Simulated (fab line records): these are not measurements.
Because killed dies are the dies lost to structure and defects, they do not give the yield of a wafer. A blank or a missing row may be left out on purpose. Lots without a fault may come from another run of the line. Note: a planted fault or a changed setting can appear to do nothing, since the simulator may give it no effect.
Split-lot experiment / flow sfq line / 23 wafers read across 5 lots, on a route 325 steps long

THE SPLIT ITSELF
At SFQ_TRILAYER_I6_VIA_BARC_OPEN_VIA_ETCH_235 (etches BARC in O2, target depth 125 nm, time 41.7 s), the setting time s was moved away from the recipe's 41.7 s on 8 of the 23 wafers read, by -14.7% to +9.4%. All remaining wafers had this setting at the recipe value.

No step appears in the file between the split and the reading.

THE READING
KrF_of_TRILAYER_I6_VIA_LITHO_COAT_169.thk nm (the simulator's own value, which no gauge read), in nm, at SFQ_TRILAYER_I6_VIA_ETCH_VIA_ETCH_172 (etches SiO2 in CHF3, stops on Nb, target depth 260 nm). The file gives no usual value for it. Across the 15 wafers here that went through the recipe, the average is 529.1 nm and the standard deviation 2.1 nm.

wafer=L074.1; tool, chamber at the split=rie diel-04, 2; time s as run, s=41.7; against the recipe=recipe; KrF_of_TRILAYER_I6_VIA_LITHO_COAT_169.thk nm, nm=526.7; against lot-mates on the recipe=-
wafer=L074.2; tool, chamber at the split=rie diel-04, 3; time s as run, s=41.7; against the recipe=recipe; KrF_of_TRILAYER_I6_VIA_LITHO_COAT_169.thk nm, nm=528.6; against lot-mates on the recipe=-
wafer=L074.5; tool, chamber at the split=rie diel-04, 2; time s as run, s=41.7; against the recipe=recipe; KrF_of_TRILAYER_I6_VIA_LITHO_COAT_169.thk nm, nm=528.8; against lot-mates on the recipe=-
wafer=L075.1; tool, chamber at the split=rie diel-01, 0; time s as run, s=41.7; against the recipe=recipe; KrF_of_TRILAYER_I6_VIA_LITHO_COAT_169.thk nm, nm=528.8; against lot-mates on the recipe=-
wafer=L075.2; tool, chamber at the split=rie diel-01, 2; time s as run, s=41.7; against the recipe=recipe; KrF_of_TRILAYER_I6_VIA_LITHO_COAT_169.thk nm, nm=533.4; against lot-mates on the recipe=-
wafer=L075.3; tool, chamber at the split=rie diel-01, 1; time s as run, s=38.48; against the recipe=-7.7%; KrF_of_TRILAYER_I6_VIA_LITHO_COAT_169.thk nm, nm=535.1; against lot-mates on the recipe=+3.6
wafer=L075.5; tool, chamber at the split=rie diel-01, 2; time s as run, s=38.48; against the recipe=-7.7%; KrF_of_TRILAYER_I6_VIA_LITHO_COAT_169.thk nm, nm=534.9; against lot-mates on the recipe=+3.4
wafer=L075.6; tool, chamber at the split=rie diel-01, 3; time s as run, s=41.7; against the recipe=recipe; KrF_of_TRILAYER_I6_VIA_LITHO_COAT_169.thk nm, nm=532.3; against lot-mates on the recipe=-
wafer=L079.1; tool, chamber at the split=rie diel-02, 3; time s as run, s=41.7; against the recipe=recipe; KrF_of_TRILAYER_I6_VIA_LITHO_COAT_169.thk nm, nm=527.6; against lot-mates on the recipe=-
wafer=L079.3; tool, chamber at the split=rie diel-02, 2; time s as run, s=41.7; against the recipe=recipe; KrF_of_TRILAYER_I6_VIA_LITHO_COAT_169.thk nm, nm=528; against lot-mates on the recipe=-
wafer=L079.4; tool, chamber at the split=rie diel-02, 1; time s as run, s=41.7; against the recipe=recipe; KrF_of_TRILAYER_I6_VIA_LITHO_COAT_169.thk nm, nm=525.9; against lot-mates on the recipe=-
wafer=L079.5; tool, chamber at the split=rie diel-02, 3; time s as run, s=37.45; against the recipe=-10.2%; KrF_of_TRILAYER_I6_VIA_LITHO_COAT_169.thk nm, nm=531.3; against lot-mates on the recipe=+4.1
wafer=L079.6; tool, chamber at the split=rie diel-02, 0; time s as run, s=37.45; against the recipe=-10.2%; KrF_of_TRILAYER_I6_VIA_LITHO_COAT_169.thk nm, nm=534.6; against lot-mates on the recipe=+7.4
wafer=L080.1; tool, chamber at the split=rie diel-01, 3; time s as run, s=35.59; against the recipe=-14.7%; KrF_of_TRILAYER_I6_VIA_LITHO_COAT_169.thk nm, nm=539.5; against lot-mates on the recipe=+9.2
wafer=L080.2; tool, chamber at the split=rie diel-01, 2; time s as run, s=35.59; against the recipe=-14.7%; KrF_of_TRILAYER_I6_VIA_LITHO_COAT_169.thk nm, nm=539.2; against lot-mates on the recipe=+8.9
wafer=L080.3; tool, chamber at the split=rie diel-01, 0; time s as run, s=41.7; against the recipe=recipe; KrF_of_TRILAYER_I6_VIA_LITHO_COAT_169.thk nm, nm=527.7; against lot-mates on the recipe=-
wafer=L080.4; tool, chamber at the split=rie diel-01, 1; time s as run, s=41.7; against the recipe=recipe; KrF_of_TRILAYER_I6_VIA_LITHO_COAT_169.thk nm, nm=531.8; against lot-mates on the recipe=-
wafer=L080.5; tool, chamber at the split=rie diel-01, 2; time s as run, s=41.7; against the recipe=recipe; KrF_of_TRILAYER_I6_VIA_LITHO_COAT_169.thk nm, nm=531.4; against lot-mates on the recipe=-
wafer=L082.1; tool, chamber at the split=rie diel-01, 0; time s as run, s=41.7; against the recipe=recipe; KrF_of_TRILAYER_I6_VIA_LITHO_COAT_169.thk nm, nm=527.8; against lot-mates on the recipe=-
wafer=L082.2; tool, chamber at the split=rie diel-01, 3; time s as run, s=45.61; against the recipe=+9.4%; KrF_of_TRILAYER_I6_VIA_LITHO_COAT_169.thk nm, nm=523.4; against lot-mates on the recipe=-5.1
wafer=L082.3; tool, chamber at the split=rie diel-01, 2; time s as run, s=41.7; against the recipe=recipe; KrF_of_TRILAYER_I6_VIA_LITHO_COAT_169.thk nm, nm=530.1; against lot-mates on the recipe=-
wafer=L082.4; tool, chamber at the split=rie diel-01, 1; time s as run, s=45.61; against the recipe=+9.4%; KrF_of_TRILAYER_I6_VIA_LITHO_COAT_169.thk nm, nm=523.2; against lot-mates on the recipe=-5.3
wafer=L082.6; tool, chamber at the split=rie diel-01, 0; time s as run, s=41.7; against the recipe=recipe; KrF_of_TRILAYER_I6_VIA_LITHO_COAT_169.thk nm, nm=527.5; against lot-mates on the recipe=-

THE FIT
A straight line over all 23 wafers: KrF_of_TRILAYER_I6_VIA_LITHO_COAT_169.thk nm changes by -0.622 nm for each +1% of time s; r = -0.88; the points scatter about the line by 2.1 nm.
The same after taking each lot's own level away (the mean of its wafers on the recipe; 23 wafers): -0.573 nm for each +1%; r = -0.94; scatter 1.4 nm.
That fit puts the effect of the largest move of time s on the reading at 8.4 nm.
The span of the lots' own levels, 527.17 to 531.50 nm, comes to 2.0 times the standard deviation stated above.
So the lot-to-lot level changes the slope little: the two slopes agree.
Check: with one of the wafers moved furthest among these (-14.7%) left out of the fit, the line predicts +8.14 nm for it against its lot-mates. It came out at +9.2 nm against them.
Tool readings at the split's step, against how far the setting was moved: oes product au r = -0.93.

ADDITIONAL SPLITS CARRIED BY THESE WAFERS
Other splits were also applied to these wafers ahead of the reading. Each is held against what the fit with the lots' levels taken away leaves over:
other split on the same wafers=SFQ_TRILAYER_R5_LITHO_PEB_139 peb temp c; wafers away from the commonest value=7; r with KrF_of_TRILAYER_I6_VIA_LITHO_COAT_169.thk nm (lot level and that fit taken away)=+0.23
other split on the same wafers=SFQ_TRILAYER_I5_LITHO_PEB_147 peb time s; wafers away from the commonest value=8; r with KrF_of_TRILAYER_I6_VIA_LITHO_COAT_169.thk nm (lot level and that fit taken away)=-0.04
other split on the same wafers=SFQ_TRILAYER_I5_BARC_OPEN_VIA_ETCH_200 source w; wafers away from the commonest value=5; r with KrF_of_TRILAYER_I6_VIA_LITHO_COAT_169.thk nm (lot level and that fit taken away)=-0.20
other split on the same wafers=SFQ_TRILAYER_C5_LITHO_PEB_154 peb temp c; wafers away from the commonest value=9; r with KrF_of_TRILAYER_I6_VIA_LITHO_COAT_169.thk nm (lot level and that fit taken away)=-0.15
other split on the same wafers=SFQ_TRILAYER_I6_CMP_CMP_166 leave above ref nm; wafers away from the commonest value=7; r with KrF_of_TRILAYER_I6_VIA_LITHO_COAT_169.thk nm (lot level and that fit taken away)=+0.24

THE WHOLE CHAIN: every reading that the file lists as answering this split, in the file's order
step=SFQ_TRILAYER_I6_VIA_BARC_OPEN_VIA_ETCH_235; what it does=etches BARC in O2, target depth 125 nm, time 41.7 s; reading=oes product au; change (the file's fit)=not straight: 0.743 at the lowest setting, 0.685 at the recipe, 0.675 at the highest; r (the file's)=not given
step=SFQ_TRILAYER_I6_VIA_BARC_OPEN_VIA_ETCH_235; what it does=etches BARC in O2, target depth 125 nm, time 41.7 s; reading=KrF_of_TRILAYER_I6_VIA_LITHO_COAT_169.thk nm (the simulator's own value, which no gauge read); change (the file's fit)=-0.558 nm for each +1% of the setting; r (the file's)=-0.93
step=SFQ_TRILAYER_I6_VIA_ETCH_VIA_ETCH_172; what it does=etches SiO2 in CHF3, stops on Nb, target depth 260 nm; reading=KrF_of_TRILAYER_I6_VIA_LITHO_COAT_169.thk nm (the simulator's own value, which no gauge read); change (the file's fit)=-0.572 nm for each +1% of the setting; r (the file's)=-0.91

THE FILE'S OWN FIT
KrF_of_TRILAYER_I6_VIA_LITHO_COAT_169.thk nm changes by -0.572 nm for each +1% of time s, r = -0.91.
